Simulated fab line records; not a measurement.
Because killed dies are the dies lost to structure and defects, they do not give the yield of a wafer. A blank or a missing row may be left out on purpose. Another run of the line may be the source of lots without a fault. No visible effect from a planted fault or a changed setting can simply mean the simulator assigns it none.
Struck lot and sound lot, side by side | flow sky130 | 30 out of 708 route steps
Sound: these wafers, L377.3, L377.5, L377.6. Wafers L395.1, L395.2, L395.5 were the ones struck. The cause is named last.
For every step that has rows: the tool of each side, followed by ch and its chambers, followed by its first start. Under that, the readings that differ: sound wafers | struck wafers | difference of the means | sigmas: that difference in standard deviations of wafers without a fault.
alike: readings whose means differ by less than 2 such deviations, and words and numbers that are the same on both sides. not compared: withheld readings, readings that some wafer has no value for, bounds like >300 that may hide the same value, and numbers for which the record gives no deviation and whose values overlap.
A row with sigmas, a row that says differs or no value, or rows on one side alone: a step with any of these is where the two part. When numbers do not overlap yet have no deviation, they are printed without sigmas and do not part them. Lack of a reading on every wafer of one side parts them only where that side has two or more wafers.

first, 5 steps without rows for these wafers: SKY_SONOS_ONO_COAT_08 (resist thk 1140 nm); SKY_SONOS_ONO_SOFTBAKE_09 (time 60 s); SKY_SONOS_ONO_EXPOSE_10 (exposes mask ONOM, target cd 410 nm); SKY_SONOS_ONO_PEB_11; SKY_SONOS_ONO_DEVELOP_12 (develop time 60 s).
SKY_SONOS_ONO_CD_MEAS_13 targets a cd of 410 nm.
  sound on cd_sem-02, day 12 05:19; struck on cd_sem-02, day 18 14:59
  alike: cd_nm
SKY_SONOS_ONO_OVL_MEAS_14:
  sound on overlay-01, day 12 05:25; struck on overlay-02, day 18 15:06
  alike: SONOS_ONO_OVL
SKY_SONOS_ONO_ETCH_15: etches the open film in CHF3/O2, target depth 19.52 nm, time 7.8 s.
  sound on rie_diel-04 ch 0,2,3, day 12 05:26; struck on rie_diel-03 ch 0,1, day 18 15:08
  alike: drypump_motor_current_A, oes_product_au, rf_fwd_power_W, throttle_valve_pct
  not compared: rf_hours_counter_h
then, 1 step without rows for these wafers: SKY_SONOS_ONO_WET_ETCH_16 (etches SiO2 in dHF, target depth 14 nm, time 280 s).
SKY_SONOS_ONO_STRIP_17: strips in O2/N2.
  sound on plasma_asher-01 ch 0,1, day 12 05:35; struck on plasma_asher-01 ch 0,1, day 18 15:15
  alike: drypump_motor_current_A, o2_flow_sccm, oes_product_au, strip_time_to_endpoint_s
  not compared: rf_hours_counter_h
then, 2 steps without rows for these wafers: SKY_SONOS_ONO_WET_ETCH_18 (etches Si3N4 in H3PO4, target depth 15 nm, time 172 s); SKY_GATE_OXIDE_CLEAN_00 (cleans in SC1/SC2, time 150 s).
SKY_GATE_OXIDE_OXIDATION_01: stabilise 600 s, purge 300 s, target thk 10.268 nm.
  sound on furnace-01 ch 0, day 12 06:33; struck on furnace-01 ch 0, day 18 15:28
  reading                                           | sound               | struck              | difference | sigmas
  spike_tc_bottom_C (C)                             | 913.6 914.3 914.3   | 892.7 892.9 891.4   | -21.7      | -20
  spike_tc_centre_C (C)                             | 901.0 900.5 900.6   | 879.6 878.0 878.4   | -22.0      | -23
  spike_tc_lower_C (C)                              | 899.9 902.4 901.5   | 880.6 879.3 880.0   | -21.3      | -21
  spike_tc_top_C (C)                                | 905.6 906.0 906.4   | 884.8 884.1 885.5   | -21.2      | -19
  spike_tc_upper_C (C)                              | 903.1 902.4 900.5   | 878.4 879.3 878.3   | -23.3      | -15
  tube_center_temp_C (C)                            | 900.15 900.1 900.01 | 877.38 877.3 877.38 | -22.73     | -99 or more
  tube_center_temp_C_max                            | 902.2 902.3 902.2   | 880.1 879.1 880.0   | -22.5      | -61
  model.SiO2_of_GATE_OXIDE_OXIDATION_01.thk_nm (nm) | 10.07 10.28 10.34   | 7.976 7.758 7.922   | -2.345     |
  alike: zone_power_top_pct
SKY_GATE_OXIDE_THK_MEAS_02:
  sound on film_metro-01, day 12 07:59; struck on film_metro-01, day 18 16:52
  reading                          | sound             | struck         | difference | sigmas
  GATE_OXIDE_OXIDATION_00_THK (nm) | 10.09 10.29 10.35 | 7.98 7.75 7.91 | -2.36      | -12
then, 7 steps without rows for these wafers: SKY_GATE_OXIDE_DEHYDRATE_03 (time 60 s); SKY_GATE_OXIDE_HMDS_04 (prime time 60 s); SKY_GATE_OXIDE_COAT_05 (resist thk 1140 nm); SKY_GATE_OXIDE_SOFTBAKE_06 (time 60 s); SKY_GATE_OXIDE_EXPOSE_07 (exposes mask LVOM, target cd 600 nm); SKY_GATE_OXIDE_PEB_08; SKY_GATE_OXIDE_DEVELOP_09 (develop time 60 s).
SKY_GATE_OXIDE_OVL_MEAS_10:
  sound on overlay-02, day 13 08:41; struck on overlay-01, day 19 22:43
  alike: GATE_OXIDE_OVL
then, 2 steps without rows for these wafers: SKY_GATE_OXIDE_IMPLANT_11; SKY_GATE_OXIDE_WET_ETCH_12 (etches SiO2 in dHF, target depth 16.8 nm, time 336 s).
SKY_GATE_OXIDE_STRIP_13: strips in O2/N2.
  sound on plasma_asher-04 ch 0,1, day 13 09:00; struck on plasma_asher-02 ch 0,1, day 19 23:00
  reading                      | sound             | struck            | difference | sigmas
  strip_time_to_endpoint_s (s) | 14.27 14.24 14.22 | 14.16 14.15 14.14 | -0.09      | -2
  alike: drypump_motor_current_A, o2_flow_sccm, oes_product_au
  not compared: rf_hours_counter_h
SKY_GATE_OXIDE_TW_MEAS_14:
  sound on film_metro-02, day 13 09:05; struck on film_metro-01, day 19 23:06
  alike: GATE_OXIDE_TW
then, 1 step without rows for these wafers: SKY_GATE_OXIDE_CLEAN_15 (cleans in SC1/SC2, time 143.4 s).
SKY_GATE_OXIDE_OXIDATION_16: stabilise 600 s, purge 300 s, target thk 3.57 nm.
  sound on furnace-02 ch 0, day 13 09:11; struck on furnace-01 ch 0, day 19 23:46
  reading                                           | sound            | struck            | difference | sigmas
  zone_power_top_pct (%)                            | 30.8 30.2 30.2   | 31.9 32.3 31.7    | +1.6       | +2
  model.SiO2_of_GATE_OXIDE_OXIDATION_01.thk_nm (nm) | 11.5 11.71 11.73 | 9.601 9.393 9.517 | -2.143     |
  alike: ox_temp_c_max, spike_tc_bottom_C, spike_tc_centre_C, spike_tc_lower_C, spike_tc_top_C, spike_tc_upper_C, tube_center_temp_C, tube_center_temp_C_max
then, 1 step without rows for these wafers: SKY_POLY_GATE_CVD_00 (deposits poly-Si, target thk 180 nm, time 720 s).
-- here the record skips 30 days between the struck wafers' starts before and after, leaving off in module POLY_GATE and picking up in module PAD_OPEN (first step shown: number 708 of the route) --
SKY_PAD_OPEN_PROBE_99:
  sound on prober-01, day 45 08:17; struck on prober-01, day 49 22:43
  reading                                | sound                         | struck                        | difference | sigmas
  model.etest.nfet_16v.r_on_ohm_um       | 1.393e+04 1.414e+04 1.414e+04 | 1.283e+04 1.277e+04 1.294e+04 | -1.223e+03 |
  model.etest.pfet_16v.r_on_ohm_um       | 1.553e+04 1.576e+04 1.546e+04 | 1.509e+04 1.512e+04 1.514e+04 | -4.667e+02 |
  model.etest.pfet_g5v0d10v5.r_on_ohm_um | 4625 4743 4762                | 4269 4255 4252                | -451       |
  model.etest.tip_sonos.rs_ohm_sq        | 2699 2717 2761                | 2269 2239 2251                | -473       |
  model.etest.nfet_g5v0d10v5.r_on_ohm_um | 1837 1903 1884                | 1697 1681 1702                | -181       |
  model.etest.nfet_g5v0d10v5.drive_ua_um | 613.1 607 602.3               | 734.2 746.2 738               | +132.0     |
  model.etest.nfet_05v0_nvt.drive_ua_um  | 587.1 576.1 569.6             | 690.4 700.2 687.1             | +115.0     |
  alike: killed_at_M0_to_M3, killed_at_M4_up, killed_at_contacts, killed_at_front_end, killed_at_other, killed_dies, killed_open, killed_short
  not compared: model.etest.pfet_01v8.r_on_ohm_um

== WHERE THEY PART ==
Last at SKY_GATE_OXIDE_OXIDATION_16 as far as this record goes, first at SKY_GATE_OXIDE_OXIDATION_01. Later steps at which nothing parts them and some readings are alike: SKY_PAD_OPEN_PROBE_99.

WHY: the cause the simulator had injected
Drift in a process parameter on furnace-01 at SKY_GATE_OXIDE_OXIDATION_01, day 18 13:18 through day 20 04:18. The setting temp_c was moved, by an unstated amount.
